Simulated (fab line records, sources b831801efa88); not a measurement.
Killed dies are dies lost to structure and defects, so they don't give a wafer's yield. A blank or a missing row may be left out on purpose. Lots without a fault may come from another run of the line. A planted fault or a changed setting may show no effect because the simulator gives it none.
Chamber matching | flow gf180mcu | GF_PASSIVATION_CVD_00 on pecvd-03: 3 sister chambers
The step deposits SiO2 from TEOS, target thk 1000 nm, time 111.95 s. 18 wafers are shown with their chamber, then 9 later ones without.

WAFERS WITH THEIR CHAMBER
wafer  | chamber | heater_power_outer_w (W) | heater_power_w (W)
L077.1 | 1       | 390                      | 669
L077.2 | 0       | 401                      | 664
L077.5 | 0       | 303                      | 545
L078.1 | 1       | 436                      | 701
L078.3 | 2       | 363                      | 685
L078.5 | 0       | 355                      | 637
L080.4 | 1       | 398                      | 664
L080.5 | 0       | 395                      | 657
L080.6 | 2       | 356                      | 681
L083.3 | 2       | 363                      | 691
L083.4 | 0       | 379                      | 657
L083.6 | 2       | 250                      | 541
L087.2 | 2       | 289                      | 589
L087.3 | 1       | 335                      | 591
L087.5 | 2       | 334                      | 653
L090.1 | 0       | 323                      | 590
L090.2 | 1       | 367                      | 606
L090.6 | 0       | 366                      | 631

SIGNATURES (means of the wafers above)
reading              | chamber 0 | chamber 1 | chamber 2 | scatter within a chamber
heater_power_outer_w | 360.29    | 385.20    | 325.83    | 40.3
heater_power_w       | 625.86    | 646.20    | 640.00    | 50.8
Rule: a wafer's distance from a chamber is the root of the sum, over the readings, of the square of ((its reading less the chamber's mean) divided by the reading's scatter). The wafer belongs to the nearest chamber; if the next one is less than 2 further off, it can't be placed. The scatter: the root of (the sum of the squares of (reading less its chamber's mean) over the shown wafers, divided by (wafers less chambers)).

WAFERS WITHOUT THEIR CHAMBER
wafer  | heater_power_outer_w (W) | heater_power_w (W)
L092.1 | 273                      | 570
L092.2 | 392                      | 669
L092.4 | 423                      | 702
L093.3 | 412                      | 699
L093.5 | 395                      | 680
L093.6 | 311                      | 558
L097.1 | 431                      | 716
L097.2 | 394                      | 673
L097.4 | 323                      | 571

WHICH CHAMBER EACH WENT THROUGH
wafer  | from the rows above          | in truth
L092.1 | can't be placed: 2 or 0 or 1 | 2
L092.2 | can't be placed: 1 or 0 or 2 | 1
L092.4 | can't be placed: 1 or 0 or 2 | 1
L093.3 | can't be placed: 1 or 0 or 2 | 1
L093.5 | can't be placed: 1 or 0 or 2 | 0
L093.6 | can't be placed: 2 or 0 or 1 | 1
L097.1 | can't be placed: 1 or 0 or 2 | 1
L097.2 | can't be placed: 1 or 0 or 2 | 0
L097.4 | can't be placed: 2 or 0 or 1 | 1
Placed correctly: 0 of 9. Can't be placed from these rows: 9 (the true chamber is among the candidates in 9). Placed wrongly: 0.
